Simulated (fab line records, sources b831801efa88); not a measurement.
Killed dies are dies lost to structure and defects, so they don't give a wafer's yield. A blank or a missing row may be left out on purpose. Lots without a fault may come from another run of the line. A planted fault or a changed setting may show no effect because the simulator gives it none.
Which tool did it? | flow sky130 | 11 lots, 33 wafers sampled, at 2 steps of a route of 708

WHAT THE GAUGES READ, wafer by wafer
SKY_VIA2_RS_MEAS_22: measures by four-point-probe.
lot  | measured     | on            | VIA2_W_RS (ohm/sq)
L700 | day 36 15:52 | film_metro-02 | 0.2708 0.2695 0.2696
L701 | day 36 23:32 | film_metro-04 | 0.2717 0.2735 0.2747
L702 | day 37 02:29 | film_metro-03 | 0.2703 0.2717 0.2735
L704 | day 37 21:11 | film_metro-02 | 0.2740 0.2747 0.2715
L705 | day 38 03:53 | film_metro-04 | 0.2747 0.2721 0.2717
L708 | day 38 21:41 | film_metro-03 | 0.2771 0.2785 0.2754
L714 | day 40 18:44 | film_metro-02 | 0.3187 0.2733 0.3243
L715 | day 41 00:44 | film_metro-03 | 0.3260 0.2808 0.2791
L717 | day 41 14:49 | film_metro-03 | 0.2731 0.2720 0.2772
L719 | day 42 00:37 | film_metro-02 | 0.2742 0.2751 0.2713
L721 | day 42 16:38 | film_metro-02 | 0.2739 0.2751 0.2720

WHICH TOOL RAN EACH LOT (tool, then ch and the chambers of the sampled wafers, then the start)
lot  | SKY_VIA2_CVD_21
L700 | cvd_w-01 ch 0,1, day 36 15:43
L701 | cvd_w-01 ch 0,1, day 36 23:25
L702 | cvd_w-02 ch 0,1, day 37 02:20
L704 | cvd_w-01 ch 0,1, day 37 21:03
L705 | cvd_w-02 ch 0,1, day 38 03:44
L708 | cvd_w-01 ch 0,1, day 38 21:34
L714 | cvd_w-02 ch 0,1, day 40 18:35
L715 | cvd_w-02 ch 0,1, day 41 00:35
L717 | cvd_w-01 ch 0,1, day 41 14:40
L719 | cvd_w-01 ch 0,1, day 42 00:29
L721 | cvd_w-01 ch 0,1, day 42 16:29
- SKY_VIA2_CVD_21: deposits W, target thk 420 nm, time 126.4 s.

THE ANSWER, worked out from the rows above alone
Rule: what is usual is taken from the lots themselves. Put in order of their means at a reading, lots are off if they are a third of the lots or fewer, leave a main group of 4 or more, and stand apart from it by a gap of 3 or more times the standard deviation of the main group's means; of several such gaps the widest counts. A main group whose means are all the same, to the digits that the tables above print for the reading, isn't used. A lot without any number at a reading at which 4 lots or more have one is off too. The other lots that the step has rows for count as sound.
Off: L714, L715, at SKY_VIA2_RS_MEAS_22 (VIA2_W_RS). The main group: mean 0.2733 ohm/sq, standard deviation 0.0018.
A tool fits if, at a process step before that reading, it ran every lot that is off, and no sound lot after the first of them. The gauges at SKY_VIA2_RS_MEAS_22 are tried like those tools. One fits: cvd_w-02 at SKY_VIA2_CVD_21. Its last sound lot is L705 (day 38 03:44), its first lot that is off L714 (day 40 18:35): a fault that began between those two fits.

WHAT THE SIMULATOR HAD PUT IN
Site profile drift: cvd_w-02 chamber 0, from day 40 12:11 on, at SKY_VIA2_CVD_21. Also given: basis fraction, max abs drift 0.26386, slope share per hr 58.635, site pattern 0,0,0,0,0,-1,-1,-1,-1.
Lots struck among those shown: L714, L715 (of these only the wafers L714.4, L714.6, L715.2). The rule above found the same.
